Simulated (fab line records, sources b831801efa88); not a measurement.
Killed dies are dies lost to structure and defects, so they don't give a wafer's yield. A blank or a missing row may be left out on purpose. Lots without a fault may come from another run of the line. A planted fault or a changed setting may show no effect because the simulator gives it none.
Which tool did it? | flow gf180mcu | 13 lots, 39 wafers sampled, at 4 steps of a route of 602

WHAT THE GAUGES READ, wafer by wafer
GF_CONTACT_CD_MEAS_14: target cd 220 nm.
lot  | measured     | on        | cd_nm (nm)
L605 | day 16 01:25 | cd_sem-02 | 221.7 222.2 221.7
L606 | day 16 14:50 | cd_sem-02 | 220.0 221.6 219.8
L608 | day 17 06:51 | cd_sem-02 | 218.6 217.9 220.9
L609 | day 17 22:40 | cd_sem-02 | 222.5 219.6 221.2
L614 | day 19 07:11 | cd_sem-01 | 218.5 219.7 220.4
L616 | day 20 16:15 | cd_sem-01 | 220.3 219.4 220.4
L617 | day 20 17:32 | cd_sem-01 | 193.6 194.0 193.7
L618 | day 21 04:31 | cd_sem-02 | 218.7 219.3 220.3
L623 | day 22 21:53 | cd_sem-02 | 219.6 217.7 218.6
L624 | day 23 00:39 | cd_sem-02 | 217.6 218.2 218.1
L626 | day 23 16:36 | cd_sem-01 | 218.7 218.5 218.3
L627 | day 24 03:21 | cd_sem-01 | 220.2 219.2 220.3
L628 | day 24 10:09 | cd_sem-01 | 216.6 218.2 217.8

GF_CONTACT_THK_MEAS_26: measures by xrf.
lot  | measured     | on            | CONTACT_W_THK (nm)
L605 | day 16 02:20 | film_metro-02 | 296 287 299
L606 | day 16 15:47 | film_metro-04 | 290 296 291
L608 | day 17 07:47 | film_metro-02 | 288 292 291
L609 | day 17 23:34 | film_metro-01 | 290 291 300
L614 | day 19 08:14 | film_metro-02 | 292 291 292
L616 | day 20 17:11 | film_metro-01 | 292 298 298
L617 | day 20 18:29 | film_metro-02 | 292 295 302
L618 | day 21 05:27 | film_metro-02 | 299 296 298
L623 | day 22 22:48 | film_metro-02 | 296 299 299
L624 | day 23 01:35 | film_metro-01 | 301 304 303
L626 | day 23 17:35 | film_metro-02 | 297 301 295
L627 | day 24 04:18 | film_metro-02 | 298 302 297
L628 | day 24 11:05 | film_metro-04 | 301 297 301

WHICH TOOL RAN EACH LOT (tool, then ch and the chambers of the sampled wafers, then the start)
lot  | GF_SAB_STRIP_13                      | GF_CONTACT_EXPOSE_11
L605 | plasma_asher-04 ch 0,1, day 15 02:06 | krf_scanner-02 ch 0, day 15 14:42
L606 | plasma_asher-03 ch 0,1, day 15 15:32 | krf_scanner-02 ch 0, day 16 03:51
L608 | plasma_asher-02 ch 0,1, day 16 06:20 | krf_scanner-01 ch 0, day 16 19:27
L609 | plasma_asher-04 ch 0,1, day 16 21:40 | krf_scanner-02 ch 0, day 17 10:50
L614 | plasma_asher-03 ch 0,1, day 18 06:23 | krf_scanner-01 ch 0, day 18 19:36
L616 | plasma_asher-02 ch 0,1, day 19 14:03 | krf_scanner-02 ch 0, day 20 03:50
L617 | plasma_asher-03 ch 0,1, day 19 15:37 | krf_scanner-02 ch 0, day 20 05:32
L618 | plasma_asher-02 ch 0,1, day 20 02:26 | krf_scanner-02 ch 0, day 20 15:57
L623 | plasma_asher-02 ch 0,1, day 21 21:19 | krf_scanner-01 ch 0, day 22 10:28
L624 | plasma_asher-02 ch 0,1, day 22 00:02 | krf_scanner-02 ch 0, day 22 13:11
L626 | plasma_asher-02 ch 0,1, day 22 16:14 | krf_scanner-02 ch 0, day 23 06:01
L627 | plasma_asher-03 ch 0,1, day 23 03:39 | krf_scanner-02 ch 0, day 23 16:20
L628 | plasma_asher-03 ch 0,1, day 23 10:18 | krf_scanner-02 ch 0, day 23 23:27
- GF_SAB_STRIP_13: strips in O2/N2.
- GF_CONTACT_EXPOSE_11: exposes mask Contact, target cd 220 nm.

WHAT THE TOOLS THEMSELVES READ (means of the sampled wafers that have a number; where no wafer has one, the mark that the record gives instead)
GF_SAB_STRIP_13.
lot  | tool            | drypump_motor_current_A (A) | heater_power_w (W) | o2_flow_sccm (sccm) | oes_product_au (a.u.) | platen_temp_c (C) | strip_time_to_endpoint_s (s)
L605 | plasma_asher-04 | 5.4                         | 345                | 3008                | 0.706                 | 249.88            | 12.61
L606 | plasma_asher-03 | 5.7                         | 314                | 2999                | 0.709                 | 250.10            | 12.65
L608 | plasma_asher-02 | 5.9                         | 355                | 3009                | 0.707                 | 250.05            | 12.64
L609 | plasma_asher-04 | 5.6                         | 336                | 3008                | 0.709                 | 250.05            | 12.66
L614 | plasma_asher-03 | 5.8                         | 314                | 2997                | 0.708                 | 249.89            | 12.62
L616 | plasma_asher-02 | 5.9                         | 361                | 2994                | 0.711                 | 250.17            | 12.60
L617 | plasma_asher-03 | 5.5                         | 319                | 3000                | 0.709                 | 250.21            | 12.63
L618 | plasma_asher-02 | 6.3                         | 348                | 2993                | 0.706                 | 249.99            | 12.60
L623 | plasma_asher-02 | 6.3                         | 351                | 2998                | 0.710                 | 250.12            | 12.56
L624 | plasma_asher-02 | 6.3                         | 346                | 2997                | 0.708                 | 250.08            | 12.54
L626 | plasma_asher-02 | 6.3                         | 346                | 3001                | 0.708                 | 249.94            | 12.60
L627 | plasma_asher-03 | 5.7                         | 316                | 2991                | 0.714                 | 250.00            | 12.61
L628 | plasma_asher-03 | 5.7                         | 315                | 2986                | 0.713                 | 250.04            | 12.60

THE ANSWER, worked out from the rows above alone
Rule: what is usual is taken from the lots themselves. Put in order of their means at a reading, lots are off if they are a third of the lots or fewer, leave a main group of 4 or more, and stand apart from it by a gap of 3 or more times the standard deviation of the main group's means; of several such gaps the widest counts. A main group whose means are all the same, to the digits that the tables above print for the reading, isn't used. A lot without any number at a reading at which 4 lots or more have one is off too. The other lots that the step has rows for count as sound. The gauges are gone through in route order, then the tools' own readings, and for those a lot's mean is taken as printed above. The first step at which some lot is off is used, and at that step the reading that is off furthest; a lot without a number counts as furthest.
Off: L617, at GF_CONTACT_CD_MEAS_14 (cd_nm). The main group: mean 219.5 nm, standard deviation 1.2.
A tool fits if, at a process step before that reading, it ran every lot that is off, and no sound lot after the first of them. The gauges at GF_CONTACT_CD_MEAS_14 are tried like those tools. None of those tried fits.

WHAT THE SIMULATOR HAD PUT IN
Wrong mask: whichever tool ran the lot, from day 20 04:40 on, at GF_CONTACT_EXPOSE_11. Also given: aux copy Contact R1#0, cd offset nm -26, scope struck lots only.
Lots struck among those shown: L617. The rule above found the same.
